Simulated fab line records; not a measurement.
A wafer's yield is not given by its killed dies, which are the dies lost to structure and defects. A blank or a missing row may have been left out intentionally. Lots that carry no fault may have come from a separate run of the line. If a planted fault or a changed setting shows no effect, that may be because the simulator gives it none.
Check for tools in common :: flow sky130 :: 12 lots and 45 wafers in the sample

REASON FOR OPENING
3 of 12 lots carry a flag on the reading VT_ADJUST_HVTP_TW at SKY_VT_ADJUST_HVTP_TW_MEAS_11. Wafers without a fault read 1360, standard deviation 16.
Rule: a lot is flagged in two cases, either no wafer of it has a number, or all its wafers with numbers fall more than 4 standard deviations from that mean. The other lots count as sound.

lot: L362
measured: day 6 07:40
on: film metro-01
VT_ADJUST_HVTP_TW, wafer by wafer: 1341 1339 1338
flag: 

lot: L363
measured: day 6 13:46
on: film metro-02
VT_ADJUST_HVTP_TW, wafer by wafer: 31 31 31 31 31 31
flag: FLAGGED

lot: L364
measured: day 6 20:02
on: film metro-03
VT_ADJUST_HVTP_TW, wafer by wafer: 30 30 30 30 30 30
flag: FLAGGED

lot: L365
measured: day 7 02:56
on: film metro-03
VT_ADJUST_HVTP_TW, wafer by wafer: 30 30 30 30 30 30
flag: FLAGGED

lot: L368
measured: day 7 19:53
on: film metro-01
VT_ADJUST_HVTP_TW, wafer by wafer: 1340 1347 1345
flag: 

lot: L373
measured: day 9 04:50
on: film metro-02
VT_ADJUST_HVTP_TW, wafer by wafer: 1384 1372 1374
flag: 

lot: L375
measured: day 10 00:28
on: film metro-03
VT_ADJUST_HVTP_TW, wafer by wafer: 1353 1350 1344
flag: 

lot: L376
measured: day 10 01:50
on: film metro-02
VT_ADJUST_HVTP_TW, wafer by wafer: 1375 1378 1381
flag: 

lot: L379
measured: day 10 18:11
on: film metro-01
VT_ADJUST_HVTP_TW, wafer by wafer: 1347 1351 1347
flag: 

lot: L380
measured: day 11 03:05
on: film metro-03
VT_ADJUST_HVTP_TW, wafer by wafer: 1354 1359 1359
flag: 

lot: L382
measured: day 11 15:34
on: film metro-01
VT_ADJUST_HVTP_TW, wafer by wafer: 1342 1347 1341
flag: 

lot: L384
measured: day 12 02:44
on: film metro-02
VT_ADJUST_HVTP_TW, wafer by wafer: 1385 1386 1380
flag: 
The mean of the flagged lots' numbers is 30, -1330 from the usual (-83 standard deviations).

LOT BY LOT: THE TOOL USED
Before the reading, the record contains 2 process steps out of a 708-step route. Read each cell as the tool, then ch plus the chambers that the sampled wafers visited, then the start.
lot: L362
flag: 
SKY_NWELL_STRIP_25: plasma asher-02 ch 0,1, day 5 12:16
SKY_VT_ADJUST_HVTP_STRIP_10: plasma asher-04 ch 0,1, day 6 07:34

lot: L363
flag: FLAGGED
SKY_NWELL_STRIP_25: plasma asher-02 ch 0,1, day 5 17:46
SKY_VT_ADJUST_HVTP_STRIP_10: plasma asher-04 ch 0,1, day 6 13:40

lot: L364
flag: FLAGGED
SKY_NWELL_STRIP_25: plasma asher-02 ch 0,1, day 6 00:13
SKY_VT_ADJUST_HVTP_STRIP_10: plasma asher-03 ch 0,1, day 6 19:56

lot: L365
flag: FLAGGED
SKY_NWELL_STRIP_25: plasma asher-02 ch 0,1, day 6 06:52
SKY_VT_ADJUST_HVTP_STRIP_10: plasma asher-01 ch 0,1, day 7 02:50

lot: L368
flag: 
SKY_NWELL_STRIP_25: plasma asher-03 ch 0,1, day 6 23:10
SKY_VT_ADJUST_HVTP_STRIP_10: plasma asher-03 ch 0,1, day 7 19:47

lot: L373
flag: 
SKY_NWELL_STRIP_25: plasma asher-03 ch 0,1, day 8 06:49
SKY_VT_ADJUST_HVTP_STRIP_10: plasma asher-03 ch 0,1, day 9 04:44

lot: L375
flag: 
SKY_NWELL_STRIP_25: plasma asher-03 ch 0,1, day 9 00:57
SKY_VT_ADJUST_HVTP_STRIP_10: plasma asher-03 ch 0,1, day 10 00:22

lot: L376
flag: 
SKY_NWELL_STRIP_25: plasma asher-01 ch 0,1, day 9 02:10
SKY_VT_ADJUST_HVTP_STRIP_10: plasma asher-03 ch 1, day 10 01:44

lot: L379
flag: 
SKY_NWELL_STRIP_25: plasma asher-01 ch 0,1, day 9 18:07
SKY_VT_ADJUST_HVTP_STRIP_10: plasma asher-03 ch 0,1, day 10 18:05

lot: L380
flag: 
SKY_NWELL_STRIP_25: plasma asher-03 ch 0,1, day 10 03:20
SKY_VT_ADJUST_HVTP_STRIP_10: plasma asher-01 ch 0,1, day 11 03:01

lot: L382
flag: 
SKY_NWELL_STRIP_25: plasma asher-01 ch 0,1, day 10 15:43
SKY_VT_ADJUST_HVTP_STRIP_10: plasma asher-03 ch 0,1, day 11 15:28

lot: L384
flag: 
SKY_NWELL_STRIP_25: plasma asher-02 ch 0,1, day 11 02:40
SKY_VT_ADJUST_HVTP_STRIP_10: plasma asher-01 ch 0,1, day 12 02:38
These steps, and what they do:
- SKY_NWELL_STRIP_25: strips in O2/N2.
- SKY_VT_ADJUST_HVTP_STRIP_10: strips in O2/N2.
- SKY_VT_ADJUST_HVTP_TW_MEAS_11

FLAGGED OVER TOTAL, TOOL BY TOOL (the gauges that took the reading come last)
step: SKY_NWELL_STRIP_25
tool: plasma asher-01
lots run: 3
flagged: 0
share of the flagged lots: none
sound lots run after its first flagged lot: -

step: SKY_NWELL_STRIP_25
tool: plasma asher-02
lots run: 5
flagged: 3
share of the flagged lots: all
sound lots run after its first flagged lot: 1 (L384)

step: SKY_NWELL_STRIP_25
tool: plasma asher-03
lots run: 4
flagged: 0
share of the flagged lots: none
sound lots run after its first flagged lot: -

step: SKY_VT_ADJUST_HVTP_STRIP_10
tool: plasma asher-01
lots run: 3
flagged: 1
share of the flagged lots: some
sound lots run after its first flagged lot: 2 (L380,L384)

step: SKY_VT_ADJUST_HVTP_STRIP_10
tool: plasma asher-03
lots run: 7
flagged: 1
share of the flagged lots: some
sound lots run after its first flagged lot: 6 (L368,L373,L375,L376,L379,L382)

step: SKY_VT_ADJUST_HVTP_STRIP_10
tool: plasma asher-04
lots run: 2
flagged: 1
share of the flagged lots: some
sound lots run after its first flagged lot: 0

step: SKY_VT_ADJUST_HVTP_TW_MEAS_11
tool: film metro-01
lots run: 4
flagged: 0
share of the flagged lots: none
sound lots run after its first flagged lot: -

step: SKY_VT_ADJUST_HVTP_TW_MEAS_11
tool: film metro-02
lots run: 4
flagged: 1
share of the flagged lots: some
sound lots run after its first flagged lot: 3 (L373,L376,L384)

step: SKY_VT_ADJUST_HVTP_TW_MEAS_11
tool: film metro-03
lots run: 4
flagged: 2
share of the flagged lots: some
sound lots run after its first flagged lot: 2 (L375,L380)

THE TABLE: WHAT IT ALLOWS
1 row of the table ran every flagged lot: plasma asher-02 at SKY_NWELL_STRIP_25.
- plasma asher-02 at SKY_NWELL_STRIP_25: 3 of its 5 lots flagged. Sound lots followed the first flagged one (L384) on it, something a lasting fault affecting the whole tool could not allow. On the flagged lots its readings are blank where sound lots have values: chamber pressure mTorr, drypump motor current A, oes product au, strip time to endpoint s.
None of the table's rows ran every flagged lot and, after the first, no sound lot.

WHAT HAD BEEN PUT IN BY THE SIMULATOR
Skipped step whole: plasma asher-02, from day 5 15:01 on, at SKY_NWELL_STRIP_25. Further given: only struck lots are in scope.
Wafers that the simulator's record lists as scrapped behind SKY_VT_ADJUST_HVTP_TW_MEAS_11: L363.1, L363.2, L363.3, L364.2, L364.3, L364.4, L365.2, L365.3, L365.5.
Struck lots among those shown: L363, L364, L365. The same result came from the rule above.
